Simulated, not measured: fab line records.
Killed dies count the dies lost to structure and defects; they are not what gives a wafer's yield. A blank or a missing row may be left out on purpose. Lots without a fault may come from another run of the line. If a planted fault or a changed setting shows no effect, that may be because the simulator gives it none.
Which of the tools did it? | flow gf180mcu | 11 lots with 33 wafers sampled at 4 steps, on a route of 602 steps

WHAT THE GAUGES READ, wafer by wafer
GF_VT_IMPLANT_TW_MEAS_32.
lot  | measured     | on            | VT_IMPLANT_3_TW
L351 | day 6 23:02  | film metro-04 | 267 266 267
L352 | day 7 04:41  | film metro-01 | 272 273 273
L356 | day 8 06:56  | film metro-04 | 30 30 30
L359 | day 9 02:34  | film metro-04 | 269 270 270
L364 | day 10 09:55 | film metro-03 | 266 265 267
L365 | day 10 19:55 | film metro-03 | 267 267 267
L366 | day 10 23:35 | film metro-03 | 267 267 267
L369 | day 11 16:31 | film metro-01 | 276 276 275
L371 | day 12 07:15 | film metro-01 | 275 273 274
L373 | day 12 19:23 | film metro-01 | 273 274 274
L374 | day 13 04:04 | film metro-04 | 267 269 269

GF_SAB_CD_MEAS_09: target cd 420 nm.
lot  | measured     | on        | cd nm (nm)
L351 | day 15 06:45 | cd sem-01 | 418.3 419.1 421.4
L352 | day 15 16:23 | cd sem-02 | 419.2 418.2 419.6
L359 | day 18 03:53 | cd sem-02 | 424.4 426.8 425.6
L364 | day 19 16:17 | cd sem-02 | 416.1 417.0 417.0
L365 | day 20 13:22 | cd sem-01 | 422.0 421.7 419.5
L366 | day 20 14:55 | cd sem-01 | 416.6 415.8 416.6
L369 | day 21 09:50 | cd sem-01 | 422.3 419.0 420.6
L371 | day 22 06:35 | cd sem-02 | 422.4 423.4 422.1
L373 | day 22 17:27 | cd sem-01 | 416.9 419.1 418.0
L374 | day 23 03:31 | cd sem-01 | 421.1 421.5 421.5

WHICH TOOL RAN EACH LOT (tool, then ch and the chambers of the sampled wafers, then the start)
lot  | GF_VT_IMPLANT_STRIP_20               | GF_VT_IMPLANT_STRIP_31
L351 | plasma asher-03 ch 0,1, day 6 07:25  | plasma asher-04 ch 0,1, day 6 22:56
L352 | plasma asher-04 ch 0,1, day 6 13:13  | plasma asher-04 ch 0,1, day 7 04:35
L356 | plasma asher-03 ch 0,1, day 7 15:20  | plasma asher-01 ch 0,1, day 8 06:50
L359 | plasma asher-01 ch 0, day 8 09:35    | plasma asher-04 ch 1, day 9 02:28
L364 | plasma asher-01 ch 0,1, day 9 15:37  | plasma asher-01 ch 0,1, day 10 09:49
L365 | plasma asher-03 ch 0,1, day 10 01:45 | plasma asher-01 ch 0, day 10 19:48
L366 | plasma asher-04 ch 0,1, day 10 05:07 | plasma asher-01 ch 0, day 10 23:29
L369 | plasma asher-03 ch 0,1, day 10 22:03 | plasma asher-03 ch 0, day 11 16:25
L371 | plasma asher-03 ch 0,1, day 11 12:23 | plasma asher-04 ch 0,1, day 12 07:09
L373 | plasma asher-03 ch 0,1, day 12 00:02 | plasma asher-03 ch 0,1, day 12 19:16
L374 | plasma asher-04 ch 0,1, day 12 08:26 | plasma asher-04 ch 0,1, day 13 03:57
- GF_VT_IMPLANT_STRIP_20: strips in O2/N2.
- GF_VT_IMPLANT_STRIP_31: strips in O2/N2.

AS READ BY THE TOOLS THEMSELVES (means over the sampled wafers that have a number; for cases with no such wafer, the mark the record gives instead)
GF_VT_IMPLANT_STRIP_20.
lot  | tool            | drypump motor current A (A) | heater power w (W) | o2 flow sccm (sccm) | oes product au (a.u.) | platen temp c (C) | strip time to endpoint s (s)
L351 | plasma asher-03 | 6.0                         | 302                | 2995                | 0.718                 | 250.07            | 12.66
L352 | plasma asher-04 | 5.4                         | 357                | 3007                | 0.716                 | 250.27            | 12.64
L356 | plasma asher-03 | 5.8                         | 298                | 2997                | 0.912                 | 250.26            | -
L359 | plasma asher-01 | 5.3                         | 318                | 2999                | 0.715                 | 250.00            | 12.65
L364 | plasma asher-01 | 5.4                         | 330                | 2999                | 0.721                 | 250.06            | 12.62
L365 | plasma asher-03 | 6.0                         | 299                | 3003                | 0.716                 | 249.84            | 12.65
L366 | plasma asher-04 | 5.4                         | 355                | 2999                | 0.716                 | 249.85            | 12.60
L369 | plasma asher-03 | 5.8                         | 290                | 2994                | 0.713                 | 250.24            | 12.64
L371 | plasma asher-03 | 5.8                         | 297                | 3000                | 0.714                 | 250.00            | 12.60
L373 | plasma asher-03 | 5.8                         | 294                | 2998                | 0.716                 | 249.98            | 12.58
L374 | plasma asher-04 | 5.7                         | 391                | 3006                | 0.719                 | 249.98            | 12.59

GF_VT_IMPLANT_STRIP_31.
lot  | tool            | drypump motor current A (A) | heater power w (W) | o2 flow sccm (sccm) | oes product au (a.u.) | platen temp c (C) | strip time to endpoint s (s)
L351 | plasma asher-04 | 5.4                         | 353                | 2995                | 0.717                 | 249.99            | 12.63
L352 | plasma asher-04 | 5.4                         | 354                | 3006                | 0.713                 | 249.92            | 12.62
L356 | plasma asher-01 | 5.4                         | 337                | 3005                | 0.717                 | 250.12            | 22.80
L359 | plasma asher-04 | 5.1                         | 325                | 2995                | 0.718                 | 249.99            | 12.64
L364 | plasma asher-01 | 5.5                         | 347                | 3007                | 0.717                 | 249.93            | 12.66
L365 | plasma asher-01 | 5.3                         | 318                | 2994                | 0.712                 | 249.93            | 12.62
L366 | plasma asher-01 | 5.3                         | 315                | 3001                | 0.715                 | 249.96            | 12.60
L369 | plasma asher-03 | 5.6                         | 289                | 3008                | 0.714                 | 250.06            | 12.61
L371 | plasma asher-04 | 5.8                         | 387                | 2990                | 0.717                 | 249.93            | 12.57
L373 | plasma asher-03 | 5.9                         | 294                | 3005                | 0.718                 | 249.83            | 12.67
L374 | plasma asher-04 | 5.4                         | 355                | 2987                | 0.719                 | 249.87            | 12.63

THE ANSWER, worked out from the rows above alone
Rule: the usual values come from the lots themselves. The widest of any qualifying gaps counts: lots, ordered by their means at a reading, are off when they make up no more than a third of the lots, leave a main group of 4 or more, and stand apart from it by 3 or more times the standard deviation of that group's means. A main group is skipped when, at the precision printed for the reading in the tables above, its means are all equal. A lot without any number at a reading at which 4 lots or more have one is off too. Any other lot the step has rows for is counted as sound. After the gauges, taken in route order, come the tools' own readings; for these a lot's mean is taken, as printed above. The first step at which some lot is off is used, and at that step the reading that is off furthest; a lot without a number counts as furthest.
Off: at GF_VT_IMPLANT_TW_MEAS_32 (VT_IMPLANT_3_TW), L356. For the main group the mean is 270 and the standard deviation 3.4.
If a tool, at a process step before that reading, ran all the lots that are off and no sound lot after the first of them, it fits. The gauges at GF_VT_IMPLANT_TW_MEAS_32 aren't tried: what is off there is off at GF_VT_IMPLANT_STRIP_20 too, on other tools, and a gauge's error can't cause that. Of those tried, none fits.

WHAT THE SIMULATOR PUT IN
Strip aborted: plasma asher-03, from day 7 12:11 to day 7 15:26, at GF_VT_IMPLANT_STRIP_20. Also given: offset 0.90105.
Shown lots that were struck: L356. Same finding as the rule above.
